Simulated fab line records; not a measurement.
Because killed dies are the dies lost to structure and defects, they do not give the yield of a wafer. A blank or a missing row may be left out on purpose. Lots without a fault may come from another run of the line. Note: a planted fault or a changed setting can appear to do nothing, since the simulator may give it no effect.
Which tool is to blame? :: flow gf180mcu :: Sampling: 14 lots, 42 wafers, 5 of 602 route steps

== WHAT THE GAUGES SHOWED, per wafer ==
GF_HV_LDD_RS_MEAS_53: a four-point-probe measurement.
lot: L210
measured: day 12 08:14
on: film_metro-02
HV_LDD_RS (ohm/sq): 418.9 419.9 418.5

lot: L211
measured: day 12 14:21
on: film_metro-01
HV_LDD_RS (ohm/sq): 419.1 417.9 419.2

lot: L212
measured: day 12 21:32
on: film_metro-04
HV_LDD_RS (ohm/sq): 420.6 421.5 420.6

lot: L213
measured: day 13 07:12
on: film_metro-04
HV_LDD_RS (ohm/sq): 417.4 418.8 418.3

lot: L214
measured: day 13 13:20
on: film_metro-01
HV_LDD_RS (ohm/sq): 421.1 419.8 419.5

lot: L215
measured: day 13 23:13
on: film_metro-04
HV_LDD_RS (ohm/sq): - - -

lot: L216
measured: day 14 06:44
on: film_metro-02
HV_LDD_RS (ohm/sq): - - -

lot: L226
measured: day 18 02:35
on: film_metro-04
HV_LDD_RS (ohm/sq): 419.4 418.7 419.0

lot: L225
measured: day 18 03:38
on: film_metro-04
HV_LDD_RS (ohm/sq): 419.7 419.8 419.4

lot: L227
measured: day 18 04:33
on: film_metro-04
HV_LDD_RS (ohm/sq): 420.0 418.3 418.8

lot: L228
measured: day 18 09:19
on: film_metro-04
HV_LDD_RS (ohm/sq): 418.3 419.0 419.0

lot: L230
measured: day 19 12:08
on: film_metro-02
HV_LDD_RS (ohm/sq): 418.2 418.3 418.2

lot: L231
measured: day 19 17:38
on: film_metro-02
HV_LDD_RS (ohm/sq): 417.6 419.4 418.0

lot: L233
measured: day 20 16:20
on: film_metro-01
HV_LDD_RS (ohm/sq): 419.0 419.5 419.5

GF_HV_LDD_THK_MEAS_57.
lot: L210
measured: day 12 13:21
on: film_metro-01
HV_LDD_CVD_56_THK (nm): 90.3 89.6 90.5

lot: L211
measured: day 12 17:53
on: film_metro-01
HV_LDD_CVD_56_THK (nm): 90.7 91.1 90.2

lot: L212
measured: day 13 01:11
on: film_metro-02
HV_LDD_CVD_56_THK (nm): 89.8 89.7 89.8

lot: L213
measured: day 13 09:49
on: film_metro-01
HV_LDD_CVD_56_THK (nm): 90.4 90.7 90.4

lot: L214
measured: day 13 15:58
on: film_metro-04
HV_LDD_CVD_56_THK (nm): 89.5 90.1 90.6

lot: L215
measured: day 14 01:50
on: film_metro-04
HV_LDD_CVD_56_THK (nm): 90.2 90.5 90.0

lot: L216
measured: day 14 09:22
on: film_metro-04
HV_LDD_CVD_56_THK (nm): 89.3 89.1 89.6

lot: L226
measured: day 18 06:10
on: film_metro-02
HV_LDD_CVD_56_THK (nm): 89.8 89.7 90.5

lot: L225
measured: day 18 07:37
on: film_metro-02
HV_LDD_CVD_56_THK (nm): 90.2 90.1 90.0

lot: L227
measured: day 18 08:05
on: film_metro-04
HV_LDD_CVD_56_THK (nm): 89.2 88.9 88.7

lot: L228
measured: day 18 12:00
on: film_metro-04
HV_LDD_CVD_56_THK (nm): 89.0 88.8 89.7

lot: L230
measured: day 19 14:46
on: film_metro-01
HV_LDD_CVD_56_THK (nm): 90.1 90.7 89.5

lot: L231
measured: day 19 20:59
on: film_metro-01
HV_LDD_CVD_56_THK (nm): 88.2 89.3 89.9

lot: L233
measured: day 20 18:58
on: film_metro-04
HV_LDD_CVD_56_THK (nm): 88.8 89.9 89.9

GF_NSD_CD_MEAS_07: the cd target is 400 nm.
lot: L210
measured: day 13 09:57
on: cd_sem-01
cd_nm (nm): 402.1 401.1 401.2

lot: L211
measured: day 13 13:49
on: cd_sem-02
cd_nm (nm): 398.0 398.0 398.5

lot: L212
measured: day 13 21:34
on: cd_sem-02
cd_nm (nm): 397.6 399.0 398.8

lot: L213
measured: day 14 06:44
on: cd_sem-01
cd_nm (nm): 400.8 400.4 401.1

lot: L214
measured: day 14 13:24
on: cd_sem-02
cd_nm (nm): 401.1 403.7 401.2

lot: L215
measured: day 14 23:05
on: cd_sem-02
cd_nm (nm): 397.2 398.5 398.9

lot: L216
measured: day 15 06:33
on: cd_sem-01
cd_nm (nm): 400.6 401.2 398.7

lot: L226
measured: day 19 06:33
on: cd_sem-01
cd_nm (nm): 405.2 405.1 404.7

lot: L225
measured: day 19 07:59
on: cd_sem-01
cd_nm (nm): 398.8 399.3 400.4

lot: L227
measured: day 19 08:51
on: cd_sem-02
cd_nm (nm): 399.3 401.4 399.0

lot: L228
measured: day 19 12:22
on: cd_sem-02
cd_nm (nm): 399.0 398.6 398.7

lot: L230
measured: day 20 14:52
on: cd_sem-01
cd_nm (nm): 398.3 398.7 400.4

lot: L231
measured: day 20 21:30
on: cd_sem-01
cd_nm (nm): 402.6 401.6 403.4

lot: L233
measured: day 21 18:13
on: cd_sem-02
cd_nm (nm): 401.9 400.9 401.5

GF_NSD_OVL_MEAS_08.
lot: L210
measured: day 13 10:02
on: overlay-01
NSD_OVL (nm): 1.8 2.6 2.5

lot: L211
measured: day 13 13:56
on: overlay-01
NSD_OVL (nm): -2.4 -1.5 -3.9

lot: L212
measured: day 13 21:41
on: overlay-01
NSD_OVL (nm): 1.4 2.5 2.1

lot: L213
measured: day 14 06:50
on: overlay-02
NSD_OVL (nm): 1.1 1.0 1.8

lot: L214
measured: day 14 13:31
on: overlay-01
NSD_OVL (nm): -0.1 -0.5 -0.5

lot: L215
measured: day 14 23:11
on: overlay-02
NSD_OVL (nm): -0.2 1.5 2.6

lot: L216
measured: day 15 06:40
on: overlay-02
NSD_OVL (nm): 0.6 1.7 2.4

lot: L226
measured: day 19 06:40
on: overlay-02
NSD_OVL (nm): -0.1 -1.1 -2.0

lot: L225
measured: day 19 08:05
on: overlay-02
NSD_OVL (nm): 1.4 -0.3 0.2

lot: L227
measured: day 19 08:57
on: overlay-01
NSD_OVL (nm): 2.1 1.0 2.8

lot: L228
measured: day 19 12:28
on: overlay-02
NSD_OVL (nm): 2.3 1.3 2.6

lot: L230
measured: day 20 14:59
on: overlay-02
NSD_OVL (nm): 0.8 -0.7 2.0

lot: L231
measured: day 20 21:37
on: overlay-02
NSD_OVL (nm): -1.5 -0.7 -1.8

lot: L233
measured: day 21 18:20
on: overlay-02
NSD_OVL (nm): -1.0 -0.5 -0.5

== WHAT TOOL EACH LOT RAN ON (gives the tool, then ch and the chambers of the sampled wafers, and finally the start) ==
lot: L210
GF_HV_LDD_IMPLANT_35: implanter-01 ch 0, day 11 12:34

lot: L211
GF_HV_LDD_IMPLANT_35: implanter-03 ch 0, day 11 18:11

lot: L212
GF_HV_LDD_IMPLANT_35: implanter-02 ch 0, day 12 01:22

lot: L213
GF_HV_LDD_IMPLANT_35: implanter-01 ch 0, day 12 10:14

lot: L214
GF_HV_LDD_IMPLANT_35: implanter-01 ch 0, day 12 16:22

lot: L215
GF_HV_LDD_IMPLANT_35: implanter-01 ch 0, day 13 01:50

lot: L216
GF_HV_LDD_IMPLANT_35: implanter-01 ch 0, day 13 09:10

lot: L226
GF_HV_LDD_IMPLANT_35: implanter-03 ch 0, day 17 02:04

lot: L225
GF_HV_LDD_IMPLANT_35: implanter-01 ch 0, day 17 03:09

lot: L227
GF_HV_LDD_IMPLANT_35: implanter-02 ch 0, day 17 04:23

lot: L228
GF_HV_LDD_IMPLANT_35: implanter-02 ch 0, day 17 08:47

lot: L230
GF_HV_LDD_IMPLANT_35: implanter-03 ch 0, day 18 11:00

lot: L231
GF_HV_LDD_IMPLANT_35: implanter-02 ch 0, day 18 16:18

lot: L233
GF_HV_LDD_IMPLANT_35: implanter-01 ch 0, day 19 14:48
- GF_HV_LDD_IMPLANT_35

== WHAT THE TOOLS THEMSELVES READ (means of the sampled wafers that have a number; where no wafer has one, the mark that the record gives instead) ==
The record holds no such reading with a usual standard deviation.

== THE ANSWER, worked out from the rows above alone ==
Rule: usual is defined by the lots themselves. Put in order of their means at a reading, lots are off if they are a third of the lots or fewer, leave a main group of 4 or more, and stand apart from it by a gap of 3 or more times the standard deviation of the main group's means; of several such gaps the widest counts. The tables above print the reading to a certain number of digits; a main group whose means all agree to those digits is not used. Also off: a lot with no number at a reading for which 4 or more lots have one. Where the step has rows for the other lots, those lots are counted as sound. The gauges are gone through in route order, then the tools' own readings, and for those a lot's mean is taken as printed above. The first step at which some lot is off is used, and at that step the reading that is off furthest; a lot without a number counts as furthest.
Off: L215, L216, at GF_HV_LDD_RS_MEAS_53 (HV_LDD_RS). Without a number there: L215, L216. The main group: mean 419.1 ohm/sq, standard deviation 0.77.
If a tool, at a process step before that reading, ran all the lots that are off and no sound lot after the first of them, it fits. The gauges at GF_HV_LDD_RS_MEAS_53 are tried like those tools. None of those tried fits.

== WHAT WAS PUT IN BY THE SIMULATOR ==
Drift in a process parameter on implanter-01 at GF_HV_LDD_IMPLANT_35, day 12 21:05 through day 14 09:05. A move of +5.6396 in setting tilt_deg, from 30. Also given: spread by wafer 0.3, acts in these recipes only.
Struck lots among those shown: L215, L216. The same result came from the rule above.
